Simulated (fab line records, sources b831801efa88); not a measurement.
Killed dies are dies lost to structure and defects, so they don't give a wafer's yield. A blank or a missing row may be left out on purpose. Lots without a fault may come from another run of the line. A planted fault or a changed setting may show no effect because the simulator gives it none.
Which tool did it? | flow sky130 | 12 lots, 36 wafers sampled, at 5 steps of a route of 708

WHAT THE GAUGES READ, wafer by wafer
SKY_LI_CONTACT_RS_MEAS_22: measures by four-point-probe. Usual: LI_CONTACT_W_RS 0.2842 ohm/sq, standard deviation 0.0025.
lot  | measured     | on            | LI_CONTACT_W_RS (ohm/sq) | flag
L366 | day 28 22:52 | film_metro-04 | 0.2849 0.2841 0.2856     |
L367 | day 29 08:46 | film_metro-01 | 0.2868 0.2858 0.2852     |
L368 | day 29 20:26 | film_metro-01 | 0.2848 0.2836 0.2848     |
L370 | day 30 15:51 | film_metro-01 | 0.2842 0.2863 0.2888     |
L371 | day 31 06:48 | film_metro-03 | 0.2849 0.2819 0.2846     |
L372 | day 31 19:31 | film_metro-04 | 0.2884 0.2749 0.2873     |
L374 | day 31 22:48 | film_metro-03 | 0.2726 0.2883 0.2717     |
L383 | day 34 23:07 | film_metro-03 | 0.2863 0.2808 0.2825     |
L384 | day 35 18:51 | film_metro-04 | 0.2828 0.2833 0.2811     |
L385 | day 35 22:09 | film_metro-01 | 0.2797 0.2813 0.2815     |
L388 | day 36 13:12 | film_metro-04 | 0.2810 0.2812 0.2800     |
L389 | day 36 16:05 | film_metro-04 | 0.2857 0.2891 0.2861     |

SKY_LOCAL_INTERCONNECT_THK_MEAS_02: measures by xrf. Usual: LOCAL_INTERCONNECT_TIN_THK 99.1 nm, standard deviation 0.95.
lot  | measured     | on            | LOCAL_INTERCONNECT_TIN_THK (nm) | flag
L366 | day 28 23:31 | film_metro-02 | 98.0 98.7 98.1                  |
L367 | day 29 09:26 | film_metro-01 | 98.2 99.5 98.8                  |
L368 | day 29 21:06 | film_metro-02 | 98.0 97.6 97.1                  |
L370 | day 30 16:29 | film_metro-02 | 100.2 99.9 99.5                 |
L371 | day 31 07:28 | film_metro-03 | 100.0 99.6 100.6                |
L372 | day 31 20:10 | film_metro-03 | 99.3 99.0 98.9                  |
L374 | day 31 23:28 | film_metro-03 | 99.8 98.7 99.1                  |
L383 | day 34 23:46 | film_metro-03 | 98.5 98.7 98.8                  |
L384 | day 35 19:29 | film_metro-02 | 98.0 99.1 98.4                  |
L385 | day 35 22:49 | film_metro-01 | 99.0 99.3 98.9                  |
L388 | day 36 13:51 | film_metro-03 | 98.7 98.4 97.1                  |
L389 | day 36 16:44 | film_metro-02 | 99.9 100.2 99.7                 |

WHICH TOOL RAN EACH LOT (tool, then ch and the chambers of the sampled wafers, then the start)
lot  | SKY_LI_CONTACT_ETCH_14             | SKY_LI_CONTACT_CVD_21         | SKY_LI_CONTACT_CMP_24
L366 | rie_diel-02 ch 0,2,3, day 28 22:10 | cvd_w-02 ch 0, day 28 22:43   | cmp-02 ch 0,2,3, day 28 23:07
L367 | rie_diel-03 ch 1,2,3, day 29 08:04 | cvd_w-01 ch 0,1, day 29 08:39 | cmp-01 ch 1,2,3, day 29 09:00
L368 | rie_diel-03 ch 2,3, day 29 19:46   | cvd_w-02 ch 0,1, day 29 20:19 | cmp-02 ch 1,2, day 29 20:37
L370 | rie_diel-03 ch 0,1,2, day 30 15:07 | cvd_w-01 ch 0,1, day 30 15:43 | cmp-01 ch 2,3, day 30 15:59
L371 | rie_diel-01 ch 1,2,3, day 31 06:07 | cvd_w-01 ch 0,1, day 31 06:40 | cmp-02 ch 0,1,3, day 31 06:59
L372 | rie_diel-02 ch 0,2,3, day 31 18:49 | cvd_w-01 ch 0,1, day 31 19:22 | cmp-01 ch 1,2,3, day 31 19:43
L374 | rie_diel-03 ch 0,1,2, day 31 22:07 | cvd_w-01 ch 0,1, day 31 22:40 | cmp-02 ch 0,1,3, day 31 22:59
L383 | rie_diel-01 ch 0,1,2, day 34 22:25 | cvd_w-02 ch 0,1, day 34 22:58 | cmp-02 ch 1,3, day 34 23:20
L384 | rie_diel-01 ch 0,2,3, day 35 18:08 | cvd_w-01 ch 0,1, day 35 18:44 | cmp-02 ch 2,3, day 35 18:59
L385 | rie_diel-01 ch 0, day 35 21:22     | cvd_w-02 ch 0,1, day 35 22:01 | cmp-01 ch 0,2,3, day 35 22:20
L388 | rie_diel-01 ch 0,1, day 36 12:30   | cvd_w-01 ch 0,1, day 36 13:04 | cmp-01 ch 1,2,3, day 36 13:22
L389 | rie_diel-02 ch 0,3, day 36 15:23   | cvd_w-01 ch 0,1, day 36 15:56 | cmp-01 ch 2,3, day 36 16:14
- SKY_LI_CONTACT_ETCH_14: etches BARC in N2/H2, stops on SiO2, time 45.9 s, target depth 60 nm.
- SKY_LI_CONTACT_CVD_21: deposits W, target thk 400 nm, time 120.56 s.
- SKY_LI_CONTACT_CMP_24: polishes, stops on PSG, t overpolish 20 s, target thk 0 nm.

WHAT THE TOOLS THEMSELVES READ (means of the sampled wafers that have a number; where no wafer has one, the mark that the record gives instead)
SKY_LI_CONTACT_ETCH_14. Usual: drypump_motor_current_A 5.6 A, standard deviation 0.54; oes_product_au 0.855 a.u., standard deviation 0.0047; throttle_valve_pct 13.224 %, standard deviation 0.0092.
lot  | tool        | drypump_motor_current_A (A) | oes_product_au (a.u.) | throttle_valve_pct (%) | flag
L366 | rie_diel-02 | 5.7                         | 0.853                 | 13.218                 |
L367 | rie_diel-03 | 5.5                         | 0.860                 | 13.221                 |
L368 | rie_diel-03 | 5.0                         | 0.857                 | 13.226                 |
L370 | rie_diel-03 | 5.5                         | 0.854                 | 13.222                 |
L371 | rie_diel-01 | 5.7                         | 0.849                 | 13.235                 |
L372 | rie_diel-02 | 5.7                         | 0.855                 | 13.229                 |
L374 | rie_diel-03 | 5.6                         | 0.858                 | 13.226                 |
L383 | rie_diel-01 | 5.9                         | 0.859                 | 13.228                 |
L384 | rie_diel-01 | 5.4                         | 0.852                 | 13.227                 |
L385 | rie_diel-01 | 5.9                         | 0.860                 | 13.231                 |
L388 | rie_diel-01 | 6.2                         | 0.852                 | 13.225                 |
L389 | rie_diel-02 | 5.9                         | 0.858                 | 13.216                 |

SKY_LI_CONTACT_CVD_21. Usual: heater_power_w 822 W, standard deviation 96.
lot  | tool     | heater_power_w (W) | flag
L366 | cvd_w-02 | 862                |
L367 | cvd_w-01 | 766                |
L368 | cvd_w-02 | 844                |
L370 | cvd_w-01 | 858                |
L371 | cvd_w-01 | 771                |
L372 | cvd_w-01 | 852                |
L374 | cvd_w-01 | 783                |
L383 | cvd_w-02 | 814                |
L384 | cvd_w-01 | 768                |
L385 | cvd_w-02 | 839                |
L388 | cvd_w-01 | 785                |
L389 | cvd_w-01 | 784                |

SKY_LI_CONTACT_CMP_24. Usual: head_pressure_psi 3.500 psi, standard deviation 0.0074; motor_current_A 11.0 A, standard deviation 1.1; overpolish_run_s 20.000 s, standard deviation 0.0089; time_to_endpoint_s 98 s, standard deviation 3.3.
lot  | tool   | head_pressure_psi (psi) | motor_current_A (A) | overpolish_run_s (s) | time_to_endpoint_s (s) | flag
L366 | cmp-02 | 3.504                   | 11.0                | 20.009               | 98                     |
L367 | cmp-01 | 3.497                   | 11.6                | 20.002               | 95                     |
L368 | cmp-02 | 3.499                   | 10.6                | 19.993               | 103                    |
L370 | cmp-01 | 3.501                   | 12.5                | 20.000               | 96                     |
L371 | cmp-02 | 3.504                   | 10.5                | 19.999               | 95                     |
L372 | cmp-01 | 3.508                   | 11.9                | 20.000               | 98                     |
L374 | cmp-02 | 3.497                   | 10.4                | 20.000               | 99                     |
L383 | cmp-02 | 3.509                   | 11.2                | 19.998               | 99                     |
L384 | cmp-02 | 3.498                   | 11.5                | 20.003               | 98                     |
L385 | cmp-01 | 3.501                   | 11.4                | 20.006               | 100                    |
L388 | cmp-01 | 3.502                   | 11.6                | 20.004               | 96                     |
L389 | cmp-01 | 3.501                   | 12.5                | 20.005               | 91                     |

THE ANSWER, worked out from the rows above alone
Rule: a lot is off if the mean of its wafers that have a number lies more than 3 standard deviations from the usual mean. A lot without any number at a reading at which 4 lots or more have one is off too. The other lots that the step has rows for count as sound. The gauges are gone through in route order, then the tools' own readings, and for those a lot's mean is taken as printed above. The first step at which some lot is off is used, and at that step the reading that is off furthest; a lot without a number counts as furthest.
No lot is off at any reading shown: from this, nothing can be told.

WHAT THE SIMULATOR HAD PUT IN
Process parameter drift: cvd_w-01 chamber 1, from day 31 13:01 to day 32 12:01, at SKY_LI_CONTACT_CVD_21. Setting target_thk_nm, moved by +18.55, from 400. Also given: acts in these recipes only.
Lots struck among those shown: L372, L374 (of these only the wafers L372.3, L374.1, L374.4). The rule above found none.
